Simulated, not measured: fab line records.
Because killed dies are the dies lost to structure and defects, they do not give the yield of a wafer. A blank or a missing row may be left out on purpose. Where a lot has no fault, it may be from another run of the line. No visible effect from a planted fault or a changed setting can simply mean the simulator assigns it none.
A lot that was struck, set against a sound lot | flow sky130 | 25 out of 708 route steps
Sound: wafers L755.1, L755.5, L755.6. The struck wafers were L762.3, L762.5, L762.6. At the end, the cause is stated.
At each step with rows: each side's tool, then ch and its chambers, then its first start. Under that, the readings that differ: sound wafers | struck wafers | difference of the means | sigmas: that difference in standard deviations of wafers without a fault.
alike: readings with means less than 2 such deviations apart, plus words and numbers identical on both sides. not compared: withheld readings, readings lacking a value on some wafer, bounds such as >300 that could conceal the same value, and numbers that have no deviation in the record and whose values overlap.
Wherever a step has rows on one side only, a row that says differs or no value, or a row with sigmas, the two part there. Numbers that don't overlap but have no deviation are shown without sigmas and don't part them. A reading that every wafer of one side lacks parts them only if that side has two wafers or more.

SKY_NWELL_RS_MEAS_31: measurement is done with a four-point probe.
  sound on filmMetro-02, day 6 10:25; struck on filmMetro-02, day 7 23:59
  alike: PWDE_RS
then, 7 steps without rows for these wafers: SKY_VT_ADJUST_HVTP_DEHYDRATE_00 (time 60 s); SKY_VT_ADJUST_HVTP_HMDS_01 (prime time 60 s); SKY_VT_ADJUST_HVTP_COAT_02 (resist thk 1140 nm); SKY_VT_ADJUST_HVTP_SOFTBAKE_03 (time 60 s); SKY_VT_ADJUST_HVTP_EXPOSE_04 (exposes mask HVTPM, target cd 380 nm); SKY_VT_ADJUST_HVTP_PEB_05; SKY_VT_ADJUST_HVTP_DEVELOP_06 (develop time 58.92 s).
SKY_VT_ADJUST_HVTP_CD_MEAS_07: the cd target is 380 nm.
  sound on cdSem-01, day 7 04:34; struck on cdSem-01, day 8 20:45
  alike: cdNm
SKY_VT_ADJUST_HVTP_OVL_MEAS_08:
  sound on overlay-02, day 7 04:41; struck on overlay-01, day 8 20:50
  alike: VT_ADJUST_HVTP_OVL
after that, 1 step had no rows for these wafers: SKY_VT_ADJUST_HVTP_IMPLANT_09.
SKY_VT_ADJUST_HVTP_STRIP_10: strips in O2/N2.
  sound on plasmaAsher-02 ch 0,1, day 7 04:52; struck on plasmaAsher-04 ch 0,1, day 8 21:02
reading                                            | sound             | struck            | difference                    | sigmas
oesProductAu (a.u.)                                | 0.712 0.710 0.723 | 0.905 0.922 0.891 | +0.191                        | +41
stripTimeToEndpointS (s)                           | 14.21 14.27 14.22 | - - -             | no value on the struck wafers | 
model.NOVOLAK_of_VT_ADJUST_HVTP_COAT_02.thkNm (nm) | 0 0 0             | 787.9 786.6 787.5 | +787.3                        | 
  alike: drypumpMotorCurrentA
  not compared: rfHoursCounterH
SKY_VT_ADJUST_HVTP_TW_MEAS_11:
  sound on filmMetro-01, day 7 04:58; struck on filmMetro-02, day 8 21:08
  alike: VT_ADJUST_HVTP_TW
then, 7 steps without rows for these wafers: SKY_VT_ADJUST_LVTN_DEHYDRATE_00 (time 60 s); SKY_VT_ADJUST_LVTN_HMDS_01 (prime time 60 s); SKY_VT_ADJUST_LVTN_COAT_02 (resist thk 3000 nm); SKY_VT_ADJUST_LVTN_SOFTBAKE_03; SKY_VT_ADJUST_LVTN_EXPOSE_04 (exposes mask NWM COMPLEMENT LESS NATIVE, target cd 840 nm); SKY_VT_ADJUST_LVTN_PEB_05; SKY_VT_ADJUST_LVTN_DEVELOP_06 (develop time 60 s).
SKY_VT_ADJUST_LVTN_OVL_MEAS_07:
  sound on overlay-02, day 7 23:50; struck on overlay-02, day 9 18:29
  alike: VT_ADJUST_LVTN_OVL
after that, 1 step had no rows for these wafers: SKY_VT_ADJUST_LVTN_IMPLANT_08.
SKY_VT_ADJUST_LVTN_STRIP_09: strips in O2/N2.
  sound on plasmaAsher-03 ch 0,1, day 8 00:01; struck on plasmaAsher-02 ch 0,1, day 9 18:41
reading                  | sound             | struck            | difference | sigmas
stripTimeToEndpointS (s) | 37.06 36.94 37.02 | 48.50 48.52 48.60 | +11.53     | +99 or more
  alike: drypumpMotorCurrentA, oesProductAu
  not compared: rfHoursCounterH
SKY_VT_ADJUST_LVTN_TW_MEAS_10:
  sound on filmMetro-03, day 8 00:07; struck on filmMetro-04, day 9 18:46
reading           | sound             | struck         | difference | sigmas
VT_ADJUST_LVTN_TW | 237.8 236.7 237.6 | 29.5 29.4 29.5 | -207.9     | -99 or more
then, 1 step without rows for these wafers: SKY_VT_ADJUST_LVTN_DEHYDRATE_11 (time 60 s).

WHERE THEY PART
First at SKY_VT_ADJUST_HVTP_STRIP_10; last, within this record, at SKY_VT_ADJUST_LVTN_TW_MEAS_10.

WHY: what had been put in by the simulator
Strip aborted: plasmaAsher-04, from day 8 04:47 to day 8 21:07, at SKY_VT_ADJUST_HVTP_STRIP_10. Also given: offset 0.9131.
